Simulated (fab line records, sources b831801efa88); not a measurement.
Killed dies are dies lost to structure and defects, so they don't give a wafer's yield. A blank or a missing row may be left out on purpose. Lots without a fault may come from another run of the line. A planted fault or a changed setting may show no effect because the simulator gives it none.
Which tool did it? | flow gf180mcu | 13 lots, 39 wafers sampled, at 2 steps of a route of 602

WHAT THE GAUGES READ, wafer by wafer
GF_HV_LDD_OVL_MEAS_20.
lot  | measured     | on         | HV_LDD_01_OVL (nm)
L632 | day 11 20:08 | overlay-01 | 1.3 1.9 3.8
L633 | day 12 03:16 | overlay-01 | 1.7 1.6 1.2
L634 | day 12 03:56 | overlay-01 | -1.3 -0.7 0.2
L635 | day 12 09:41 | overlay-02 | 0.4 -0.4 -1.4
L636 | day 12 14:31 | overlay-02 | 0.8 -0.1 0.9
L638 | day 13 12:56 | overlay-01 | 0.6 2.1 1.3
L646 | day 15 21:53 | overlay-01 | 1.4 1.0 -0.6
L647 | day 16 17:50 | overlay-02 | 0.2 0.9 1.0
L648 | day 16 15:55 | overlay-02 | -1.3 0.8 -0.7
L649 | day 16 21:53 | overlay-01 | 0.6 -0.3 1.1
L650 | day 17 04:47 | overlay-01 | -1.6 -3.5 -2.9
L652 | day 17 15:27 | overlay-01 | 0.9 2.0 -0.1
L653 | day 18 07:14 | overlay-02 | -0.6 -3.6 -2.9

WHICH TOOL RAN EACH LOT (tool, then ch and the chambers of the sampled wafers, then the start)
lot  | GF_VT_IMPLANT_DEVELOP_28
L632 | litho_track-03 ch 0, day 7 18:55
L633 | litho_track-04 ch 0, day 8 02:12
L634 | litho_track-04 ch 0, day 8 04:21
L635 | litho_track-03 ch 0, day 8 08:29
L636 | litho_track-03 ch 0, day 8 13:46
L638 | litho_track-01 ch 0, day 9 06:17
L646 | litho_track-03 ch 0, day 11 04:28
L647 | litho_track-03 ch 0, day 11 21:41
L648 | litho_track-04 ch 0, day 11 22:42
L649 | litho_track-04 ch 0, day 12 00:33
L650 | litho_track-04 ch 0, day 12 09:08
L652 | litho_track-01 ch 0, day 12 18:54
L653 | litho_track-04 ch 0, day 13 06:33
- GF_VT_IMPLANT_DEVELOP_28: develop time 60 s.

WHAT THE TOOLS THEMSELVES READ (means of the sampled wafers that have a number; where no wafer has one, the mark that the record gives instead)
GF_VT_IMPLANT_DEVELOP_28.
lot  | tool           | developer_temp_C (C)
L632 | litho_track-03 | 23.02
L633 | litho_track-04 | 23.10
L634 | litho_track-04 | 23.08
L635 | litho_track-03 | 23.02
L636 | litho_track-03 | 22.96
L638 | litho_track-01 | 22.95
L646 | litho_track-03 | 20.51
L647 | litho_track-03 | 20.79
L648 | litho_track-04 | 23.03
L649 | litho_track-04 | 22.96
L650 | litho_track-04 | 22.92
L652 | litho_track-01 | 23.03
L653 | litho_track-04 | 22.98

THE ANSWER, worked out from the rows above alone
Rule: what is usual is taken from the lots themselves. Put in order of their means at a reading, lots are off if they are a third of the lots or fewer, leave a main group of 4 or more, and stand apart from it by a gap of 3 or more times the standard deviation of the main group's means; of several such gaps the widest counts. A main group whose means are all the same, to the digits that the tables above print for the reading, isn't used. A lot without any number at a reading at which 4 lots or more have one is off too. The other lots that the step has rows for count as sound. The gauges are gone through in route order, then the tools' own readings, and for those a lot's mean is taken as printed above. The first step at which some lot is off is used, and at that step the reading that is off furthest; a lot without a number counts as furthest.
Off: L646, L647, at GF_VT_IMPLANT_DEVELOP_28 (developer_temp_C). The main group: mean 23.00 C, standard deviation 0.053.
A tool fits if, at that step or a process step before it, it ran every lot that is off, and no sound lot after the first of them. One fits: litho_track-03 at GF_VT_IMPLANT_DEVELOP_28. Its last sound lot is L636 (day 8 13:46), its first lot that is off L646 (day 11 04:28): a fault that began between those two fits.
The tool's own readings at GF_VT_IMPLANT_DEVELOP_28 bear it out: on the lots that are off they differ by more than 5 times the standard deviation of the sound lots' means. developer_temp_C reads 20.65 C there against 23.00 C on the sound lots.

WHAT THE SIMULATOR HAD PUT IN
Process parameter drift: litho_track-03, from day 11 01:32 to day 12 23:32, at GF_VT_IMPLANT_DEVELOP_28. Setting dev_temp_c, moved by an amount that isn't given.
Lots struck among those shown: L646, L647. The rule above found the same.
